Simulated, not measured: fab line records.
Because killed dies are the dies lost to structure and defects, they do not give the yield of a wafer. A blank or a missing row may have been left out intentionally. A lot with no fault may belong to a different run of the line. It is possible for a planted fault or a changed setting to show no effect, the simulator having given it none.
Which tool did it? | flow gf180mcu | 11 lots with 33 wafers sampled at 5 steps, on a route of 602 steps

## WHAT THE GAUGES READ, wafer by wafer
GF_V2_THK_MEAS_01.
lot  | measured     | on            | V2_CVD_00_THK (nm)
L803 | day 18 13:26 | film-metro-04 | 603 601 610
L804 | day 19 11:52 | film-metro-03 | 596 596 584
L805 | day 19 12:58 | film-metro-03 | 600 593 598
L806 | day 19 19:53 | film-metro-02 | 603 597 600
L807 | day 20 06:19 | film-metro-03 | 599 589 604
L808 | day 23 00:25 | film-metro-02 | 600 599 605
L809 | day 23 03:58 | film-metro-02 | 606 605 602
L811 | day 23 09:40 | film-metro-04 | 618 611 614
L813 | day 23 12:16 | film-metro-03 | 606 594 596
L817 | day 25 00:18 | film-metro-02 | 602 603 595
L821 | day 26 17:27 | film-metro-02 | 589 591 601

GF_V3_RS_MEAS_24: a four-point-probe measurement.
lot  | measured     | on            | V3_W_RS (ohm/sq)
L803 | day 21 19:37 | film-metro-03 | 0.326 0.330 0.326
L804 | day 22 17:20 | film-metro-01 | 0.328 0.330 0.325
L805 | day 22 18:07 | film-metro-03 | 0.324 0.326 0.325
L806 | day 23 00:43 | film-metro-04 | 0.322 0.321 0.327
L807 | day 23 10:39 | film-metro-04 | 0.328 0.332 0.327
L808 | day 25 21:53 | film-metro-01 | 0.327 0.326 0.326
L809 | day 26 00:40 | film-metro-01 | 0.333 0.334 0.328
L811 | day 26 05:17 | film-metro-04 | 0.328 0.269 0.269
L813 | day 26 08:28 | film-metro-04 | 0.321 0.326 0.328
L817 | day 27 17:47 | film-metro-04 | 0.326 0.327 0.321
L821 | day 29 06:55 | film-metro-03 | 0.323 0.325 0.328

GF_V3_THK_MEAS_25: measures by xrf.
lot  | measured     | on            | V3_W_THK (nm)
L803 | day 21 19:44 | film-metro-03 | 358 353 357
L804 | day 22 17:26 | film-metro-01 | 357 353 358
L805 | day 22 18:14 | film-metro-03 | 357 357 360
L806 | day 23 00:50 | film-metro-04 | 359 361 357
L807 | day 23 10:46 | film-metro-04 | 354 350 354
L808 | day 25 21:59 | film-metro-01 | 361 363 364
L809 | day 26 00:47 | film-metro-01 | 352 352 358
L811 | day 26 05:25 | film-metro-04 | 355 432 431
L813 | day 26 08:35 | film-metro-04 | 359 356 355
L817 | day 27 17:53 | film-metro-04 | 356 355 364
L821 | day 29 07:02 | film-metro-03 | 359 361 354

## WHAT TOOL EACH LOT RAN ON (gives the tool, then ch and the chambers of the sampled wafers, and finally the start)
lot  | GF_M3_SPUTTER_01             | GF_V3_CVD_23
L803 | pvd-sputter-02, day 19 16:28 | cvd-w-01 ch 0,1, day 21 19:30
L804 | pvd-sputter-01, day 20 14:34 | cvd-w-01 ch 0,1, day 22 17:12
L805 | pvd-sputter-01, day 20 15:31 | cvd-w-02 ch 0,1, day 22 17:59
L806 | pvd-sputter-02, day 20 22:44 | cvd-w-01 ch 0,1, day 23 00:35
L807 | pvd-sputter-02, day 21 08:31 | cvd-w-02 ch 0,1, day 23 10:31
L808 | pvd-sputter-02, day 24 00:58 | cvd-w-01 ch 0,1, day 25 21:45
L809 | pvd-sputter-04, day 24 04:35 | cvd-w-02 ch 0,1, day 26 00:33
L811 | pvd-sputter-04, day 24 09:37 | cvd-w-02 ch 0,1, day 26 05:11
L813 | pvd-sputter-04, day 24 12:21 | cvd-w-01 ch 0,1, day 26 08:21
L817 | pvd-sputter-04, day 25 23:04 | cvd-w-01 ch 0,1, day 27 17:39
L821 | pvd-sputter-04, day 27 15:08 | cvd-w-01 ch 0,1, day 29 06:47
- GF_M3_SPUTTER_01: material TiN, target thk 30 nm, time 25 s.
- GF_V3_CVD_23: deposits W, target thk 350 nm, time 104.9 s.

## AS READ BY THE TOOLS THEMSELVES (means over the sampled wafers that have a number; for cases with no such wafer, the mark the record gives instead)
GF_M3_SPUTTER_01.
lot  | tool           | throttle-valve-pct (%)
L803 | pvd-sputter-02 | 29.8
L804 | pvd-sputter-01 | 29.1
L805 | pvd-sputter-01 | 29.4
L806 | pvd-sputter-02 | 30.0
L807 | pvd-sputter-02 | 29.6
L808 | pvd-sputter-02 | 29.5
L809 | pvd-sputter-04 | 30.7
L811 | pvd-sputter-04 | 30.8
L813 | pvd-sputter-04 | 30.3
L817 | pvd-sputter-04 | 30.1
L821 | pvd-sputter-04 | 30.1

GF_V3_CVD_23.
lot  | tool     | heater-power-w (W)
L803 | cvd-w-01 | 987
L804 | cvd-w-01 | 974
L805 | cvd-w-02 | 795
L806 | cvd-w-01 | 1003
L807 | cvd-w-02 | 805
L808 | cvd-w-01 | 998
L809 | cvd-w-02 | 820
L811 | cvd-w-02 | 798
L813 | cvd-w-01 | 965
L817 | cvd-w-01 | 969
L821 | cvd-w-01 | 963

## THE ANSWER, worked out from the rows above alone
Rule: the lots themselves supply what counts as usual. The widest of any qualifying gaps counts: lots, ordered by their means at a reading, are off when they make up no more than a third of the lots, leave a main group of 4 or more, and stand apart from it by 3 or more times the standard deviation of that group's means. A main group whose means are all the same, to the digits that the tables above print for the reading, isn't used. Also off: a lot with no number at a reading for which 4 or more lots have one. Where the step has rows for the other lots, those lots are counted as sound. After the gauges, taken in route order, come the tools' own readings; for these a lot's mean is taken, as printed above. At the first step where some lot is off, the reading lying furthest off is the one used; lots without a number count as furthest.
Off: at GF_V3_RS_MEAS_24 (V3_W_RS), L811. The main group: mean 0.327 ohm/sq, standard deviation 0.0023.
If a tool, at a process step before that reading, ran all the lots that are off and no sound lot after the first of them, it fits. The gauges at GF_V3_RS_MEAS_24 are tried like those tools. One candidate fits, namely cvd-w-02 at GF_V3_CVD_23. Its last sound lot is L809 (day 26 00:33), its first lot that is off L811 (day 26 05:11): a fault that began between those two fits.

## WHAT THE SIMULATOR HAD PUT IN
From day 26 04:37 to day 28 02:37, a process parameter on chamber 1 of cvd-w-02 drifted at GF_V3_CVD_23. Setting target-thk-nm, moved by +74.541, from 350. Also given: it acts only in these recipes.
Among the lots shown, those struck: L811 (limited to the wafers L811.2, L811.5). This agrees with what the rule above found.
